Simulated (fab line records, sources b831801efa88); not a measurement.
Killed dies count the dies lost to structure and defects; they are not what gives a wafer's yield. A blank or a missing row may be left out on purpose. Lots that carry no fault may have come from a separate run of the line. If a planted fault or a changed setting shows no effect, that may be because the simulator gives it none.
A struck lot beside a sound one | flow sfq line | 14 out of 325 route steps
Sound: these wafers, L302.2, L302.3, L302.5. Struck: wafers L297.1, L297.2, L297.6. At the end, the cause is stated.
At each step with rows: each side's tool, then ch and its chambers, then its first start. Under that, the readings that differ: sound wafers | struck wafers | difference of the means | sigmas: that difference in standard deviations of wafers without a fault.
alike: readings whose means differ by less than 2 such deviations, and words and numbers that are the same on both sides. not compared: withheld readings, readings that some wafer has no value for, bounds like >300 that may hide the same value, and numbers for which the record gives no deviation and whose values overlap.
A row with sigmas, a row that says differs or no value, or rows on one side alone: a step with any of these is where the two part. Numbers that have no deviation but don't overlap get no sigmas and don't part them. A reading that every wafer of one side lacks parts them only if that side has two wafers or more.

first, 6 steps without rows for these wafers: SFQ_TRILAYER_C5_LITHO_COAT_156 (resist thk 62 nm); SFQ_TRILAYER_C5_LITHO_COAT_151 (resist thk 650 nm); SFQ_TRILAYER_C5_LITHO_SOFTBAKE_155; SFQ_TRILAYER_C5_LITHO_EXPOSE_152 (exposes mask C5, target cd 500 nm); SFQ_TRILAYER_C5_LITHO_PEB_154 (peb time 60 s); SFQ_TRILAYER_C5_LITHO_DEVELOP_153 (time 60 s).
SFQ_C5_OVL_MEAS_937:
  sound: overlay-02 at day 85 03:53; struck: overlay-01 at day 78 17:43
  alike: C5_OVL
SFQ_TRILAYER_C5_BARC_OPEN_VIA_ETCH_210: etches BARC in O2, target depth 125 nm, time 41.7 s.
  sound on rie diel-04 ch 0,1, day 85 03:55; struck on rie diel-02 ch 1,2, day 78 17:45
  alike: chamber pressure mTorr, drypump motor current A, oes product au, rf fwd power W
  not compared: rf hours counter h
SFQ_TRILAYER_C5_ETCH_VIA_ETCH_154: etches SiO2 in CHF3, stops on Nb, target depth 84 nm.
  sound on rie diel-04 ch 0,1, day 85 03:57; struck on rie diel-02 ch 1,2, day 78 17:47
  alike: chamber pressure mTorr, drypump motor current A, oes product au, rf fwd power W
SFQ_TRILAYER_C5_STRIP_STRIP_155: strips in O2.
  sound on rie metal-04 ch 0,1, day 85 04:00; struck on rie metal-04 ch 0,1, day 78 17:50
  alike: chamber pressure mTorr, drypump motor current A, oes product au, platen temp c
  not compared: rf hours counter h
then, 2 steps without rows for these wafers: SFQ_TRILAYER_C5_STRIP_SOLV_CLEAN_156 (cleans in NMP, time 600 s); SFQ_TRILAYER_M6_DEP_PRE_CLEAN_158 (time 22.5 s).
SFQ_TRILAYER_M6_DEP_SPUTTER_157: material Nb, target thk 200 nm, time 133.3 s.
  sound: pvd sputter-04 at day 85 04:48; struck: pvd sputter-05 at day 78 18:54
  alike: throttle valve pct
SFQ_M6_RS_MEAS_938: measurement is done with a four-point probe.
  sound: film metro-04 at day 85 04:55; struck: film metro-03 at day 78 19:16
  reading           | sound             | struck            | difference | sigmas
  M6_NB_RS (ohm/sq) | 0.899 0.888 0.888 | 0.436 0.438 0.437 | -0.455     | -46

WHERE THEY PART
Only at SFQ_M6_RS_MEAS_938, as far as this record shows.

WHY: what the simulator had put in
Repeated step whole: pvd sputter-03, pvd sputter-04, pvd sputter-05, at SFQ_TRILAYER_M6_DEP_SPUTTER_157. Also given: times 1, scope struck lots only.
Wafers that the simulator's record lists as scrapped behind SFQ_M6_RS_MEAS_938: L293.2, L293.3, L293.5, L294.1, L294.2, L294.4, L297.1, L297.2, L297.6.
